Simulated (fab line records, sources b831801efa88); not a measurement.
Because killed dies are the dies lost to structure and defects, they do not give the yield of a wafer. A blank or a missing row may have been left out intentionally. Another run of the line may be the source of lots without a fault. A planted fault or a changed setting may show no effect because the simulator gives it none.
Commonality check across tools / flow sky130 / Lots sampled 13, wafers sampled 39

## REASON FOR OPENING
Of 13 lots, 2 have the reading VT_ADJUST_NCORE_TW flagged at SKY_VT_ADJUST_NCORE_TW_MEAS_11. No-fault wafers: 218.3, standard deviation 1.6.
Rule: a lot gets a flag if all its wafers with a number sit over 4 standard deviations from that mean, or if no wafer of it has a number. The rest of the lots are taken to be sound.

lot=L825; measured=day 9 03:16; on=film_metro-01; VT_ADJUST_NCORE_TW, wafer by wafer=217.5 217.5 217.3; flag=
lot=L828; measured=day 9 22:35; on=film_metro-02; VT_ADJUST_NCORE_TW, wafer by wafer=217.7 217.3 217.9; flag=
lot=L829; measured=day 10 02:36; on=film_metro-02; VT_ADJUST_NCORE_TW, wafer by wafer=216.9 216.5 218.0; flag=
lot=L833; measured=day 11 09:15; on=film_metro-02; VT_ADJUST_NCORE_TW, wafer by wafer=218.9 218.3 219.2; flag=
lot=L835; measured=day 11 23:01; on=film_metro-02; VT_ADJUST_NCORE_TW, wafer by wafer=217.3 217.7 218.6; flag=
lot=L836; measured=day 12 06:20; on=film_metro-01; VT_ADJUST_NCORE_TW, wafer by wafer=217.3 217.4 217.3; flag=
lot=L839; measured=day 13 02:21; on=film_metro-04; VT_ADJUST_NCORE_TW, wafer by wafer=221.8 223.0 221.9; flag=
lot=L841; measured=day 13 14:39; on=film_metro-01; VT_ADJUST_NCORE_TW, wafer by wafer=218.0 217.6 217.7; flag=
lot=L842; measured=day 13 21:21; on=film_metro-02; VT_ADJUST_NCORE_TW, wafer by wafer=200.5 200.8 200.8; flag=FLAGGED
lot=L844; measured=day 14 12:53; on=film_metro-02; VT_ADJUST_NCORE_TW, wafer by wafer=200.6 200.5 199.7; flag=FLAGGED
lot=L845; measured=day 15 01:00; on=film_metro-01; VT_ADJUST_NCORE_TW, wafer by wafer=217.8 217.8 217.1; flag=
lot=L846; measured=day 15 05:50; on=film_metro-02; VT_ADJUST_NCORE_TW, wafer by wafer=218.2 218.8 218.5; flag=
lot=L847; measured=day 15 14:12; on=film_metro-04; VT_ADJUST_NCORE_TW, wafer by wafer=221.4 221.6 220.8; flag=
The numbers of the flagged lots are 200.5 on average: -17.8 against the usual, or -11 standard deviations.

## EACH LOT AND THE TOOL IT RAN ON
The record keeps 1 process step preceding the reading, out of 708 steps on the route. Every cell lists first the tool, next ch and the chambers used by the sampled wafers, and last the start.
lot=L825; flag=; SKY_VT_ADJUST_NCORE_IMPLANT_09=implanter-01 ch 0, day 9 03:02
lot=L828; flag=; SKY_VT_ADJUST_NCORE_IMPLANT_09=implanter-03 ch 0, day 9 22:22
lot=L829; flag=; SKY_VT_ADJUST_NCORE_IMPLANT_09=implanter-01 ch 0, day 10 02:21
lot=L833; flag=; SKY_VT_ADJUST_NCORE_IMPLANT_09=implanter-02 ch 0, day 11 09:00
lot=L835; flag=; SKY_VT_ADJUST_NCORE_IMPLANT_09=implanter-01 ch 0, day 11 22:46
lot=L836; flag=; SKY_VT_ADJUST_NCORE_IMPLANT_09=implanter-01 ch 0, day 12 06:07
lot=L839; flag=; SKY_VT_ADJUST_NCORE_IMPLANT_09=implanter-03 ch 0, day 13 02:06
lot=L841; flag=; SKY_VT_ADJUST_NCORE_IMPLANT_09=implanter-01 ch 0, day 13 14:26
lot=L842; flag=FLAGGED; SKY_VT_ADJUST_NCORE_IMPLANT_09=implanter-01 ch 0, day 13 21:06
lot=L844; flag=FLAGGED; SKY_VT_ADJUST_NCORE_IMPLANT_09=implanter-01 ch 0, day 14 12:40
lot=L845; flag=; SKY_VT_ADJUST_NCORE_IMPLANT_09=implanter-03 ch 0, day 15 00:45
lot=L846; flag=; SKY_VT_ADJUST_NCORE_IMPLANT_09=implanter-03 ch 0, day 15 05:37
lot=L847; flag=; SKY_VT_ADJUST_NCORE_IMPLANT_09=implanter-03 ch 0, day 15 13:59
What the steps here do:
- SKY_VT_ADJUST_NCORE_IMPLANT_09
- SKY_VT_ADJUST_NCORE_TW_MEAS_11

## FLAGGED AGAINST TOTAL, ONE TOOL AT A TIME (gauges that did the reading follow at the end)
step=SKY_VT_ADJUST_NCORE_IMPLANT_09; tool=implanter-01; lots run=7; flagged=2; share of the flagged lots=all; sound lots run after its first flagged lot=0
step=SKY_VT_ADJUST_NCORE_IMPLANT_09; tool=implanter-02; lots run=1; flagged=0; share of the flagged lots=none; sound lots run after its first flagged lot=-
step=SKY_VT_ADJUST_NCORE_IMPLANT_09; tool=implanter-03; lots run=5; flagged=0; share of the flagged lots=none; sound lots run after its first flagged lot=-
step=SKY_VT_ADJUST_NCORE_TW_MEAS_11; tool=film_metro-01; lots run=4; flagged=0; share of the flagged lots=none; sound lots run after its first flagged lot=-
step=SKY_VT_ADJUST_NCORE_TW_MEAS_11; tool=film_metro-02; lots run=7; flagged=2; share of the flagged lots=all; sound lots run after its first flagged lot=1 (L846)
step=SKY_VT_ADJUST_NCORE_TW_MEAS_11; tool=film_metro-04; lots run=2; flagged=0; share of the flagged lots=none; sound lots run after its first flagged lot=-

## WHAT IS ALLOWED BY THE TABLE
2 rows of the table ran every flagged lot: implanter-01 at SKY_VT_ADJUST_NCORE_IMPLANT_09, film_metro-02 at SKY_VT_ADJUST_NCORE_TW_MEAS_11.
- implanter-01 at SKY_VT_ADJUST_NCORE_IMPLANT_09: 2 of its 7 lots flagged. A fault beginning between L841 (day 13 14:26), its last sound lot, and L842 (day 13 21:06), its first flagged one, fits the data. Its own readings lie more than 4 standard deviations out on every wafer of the flagged lots: beam_energy_keV.
- film_metro-02 at SKY_VT_ADJUST_NCORE_TW_MEAS_11: 2 of its 7 lots flagged. Sound lots ran on it after the first flagged one (L846), which a lasting fault on the whole tool wouldn't allow.
Left over: one tool, implanter-01 at SKY_VT_ADJUST_NCORE_IMPLANT_09.

## WHAT THE SIMULATOR PUT IN
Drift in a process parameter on implanter-01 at SKY_VT_ADJUST_NCORE_IMPLANT_09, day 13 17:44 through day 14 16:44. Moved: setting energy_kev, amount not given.
Shown lots that were struck: L842, L844. Same finding as the rule above.
